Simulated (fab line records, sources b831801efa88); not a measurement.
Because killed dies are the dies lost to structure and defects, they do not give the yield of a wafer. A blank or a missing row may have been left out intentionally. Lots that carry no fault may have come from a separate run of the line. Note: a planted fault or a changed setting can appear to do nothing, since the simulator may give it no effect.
A single fault, viewed from 2 desks | flow sky130 | every desk sees just its own numbers, and what lay behind them comes last

AT THE METROLOGY DESK
What the gauges read, lot by lot, whatever tool the lot ran on: means of the sampled wafers that have a number. If a lot's mean is further than 4 standard deviations from the usual mean, the lot is out of limits and carries the mark OUT (the distance appears in the brackets).
Columns: A = POLY_GATE_CVD_00_THK at SKY_POLY_GATE_THK_MEAS_01, usual 179.5 nm; B = cd-nm at SKY_POLY_GATE_CD_MEAS_13, usual 150.0 nm; C = POLY_CUT_OVL at SKY_POLY_CUT_OVL_MEAS_09, usual 0 nm
lot  | first seen here | A               | B     | C
L435 | day 15 00:14    | 177.9           | 150.1 | 2
L438 | day 15 00:14    | 179.7           | 147.6 | 2
L439 | day 15 09:14    | 180.2           | 148.3 | -3
L440 | day 15 18:44    | 157.6 (-14) OUT | 148.7 | -1
L441 | day 16 01:55    | 152.9 (-17) OUT | 151.3 | 2
L442 | day 16 11:27    | 158.6 (-13) OUT | 150.7 | 8
L451 | day 19 14:49    | 179.8           | 150.7 | 2
L452 | day 21 17:34    | 176.7           | 149.2 | -0
L454 | day 21 17:34    | 180.7           | 151.7 | 1
L453 | day 21 17:34    | 180.8           | 149.4 | -8
L457 | day 21 17:37    | 177.8           | 149.3 | -3
Per this desk, out of limits: L440, L441, L442; the first was L440, day 15 18:44 (POLY_GATE_CVD_00_THK at SKY_POLY_GATE_THK_MEAS_01). L435, L438, L439, L451, L452, L454, L453, L457: within limits.

DESK OF THE TOOL OWNER: lpcvd-01
The tool's own readings at SKY_POLY_GATE_CVD_00 (deposits poly-Si, target thk 180 nm, time 720 s): means of the sampled wafers that have a number, for each lot that ran on this tool. If a lot's mean is further than 4 standard deviations from the usual mean, the lot is out of limits and carries the mark OUT (the distance appears in the brackets).
Columns: A = spike-tc-bottom-C at SKY_POLY_GATE_CVD_00, usual 638.8 C; B = spike-tc-centre-C at SKY_POLY_GATE_CVD_00, usual 621.9 C; C = spike-tc-lower-C at SKY_POLY_GATE_CVD_00, usual 621.1 C; D = spike-tc-upper-C at SKY_POLY_GATE_CVD_00, usual 620.3 C; E = susceptor-temp-C at SKY_POLY_GATE_CVD_00, usual 620.00 C
lot  | first seen here | A     | B                | C                | D     | E
L435 | day 14 23:01    | 639.4 | 622.3            | 619.7            | 621.0 | 619.91
L438 | day 14 23:01    | 639.2 | 622.6            | 621.2            | 621.8 | 620.03
L439 | day 15 07:26    | 637.7 | 621.9            | 620.9            | 619.6 | 620.13
L440 | day 15 17:32    | 633.3 | 616.6 (-4.8) OUT | 615.5 (-4.7) OUT | 615.0 | 614.01 (-21) OUT
L441 | day 16 00:41    | 634.2 | 616.1 (-5.2) OUT | 615.6 (-4.6) OUT | 615.8 | 614.14 (-20) OUT
L442 | day 16 10:15    | 633.8 | 617.7            | 614.6 (-5.4) OUT | 615.8 | 614.37 (-19) OUT
L451 | day 19 13:37    | 637.2 | 621.4            | 622.3            | 619.5 | 619.83
L452 | day 21 15:46    | 638.3 | 620.8            | 621.7            | 619.8 | 620.02
L453 | day 21 15:46    | 637.5 | 620.2            | 622.2            | 618.8 | 620.11
L454 | day 21 15:46    | 640.0 | 622.3            | 620.8            | 620.9 | 619.81
L457 | day 21 15:46    | 639.8 | 622.6            | 621.0            | 622.0 | 620.09
This desk finds L440, L441, L442 out of limits, L440 being first, at day 15 17:32 (spike-tc-centre-C at SKY_POLY_GATE_CVD_00). L435, L438, L439, L451, L452, L453, L454, L457: within limits.

TAKEN TOGETHER
The tool owner's desk had the chance to raise an alarm at day 15 17:32 on L440, L441, L442.
At day 15 18:44 the metrology desk could have sounded an alarm, on L440, L441, L442.
SKY_POLY_GATE_CVD_00 was run on lpcvd-01 by each of the lots named.

WHAT THE SIMULATOR HAD PUT IN
lpcvd-01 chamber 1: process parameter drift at SKY_POLY_GATE_CVD_00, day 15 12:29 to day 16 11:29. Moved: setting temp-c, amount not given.
Struck lots among those shown: L440, L441, L442.
Hours from the fault's start to each desk's first reading out of limits: the tool owner's desk, 5; the metrology desk, 6.
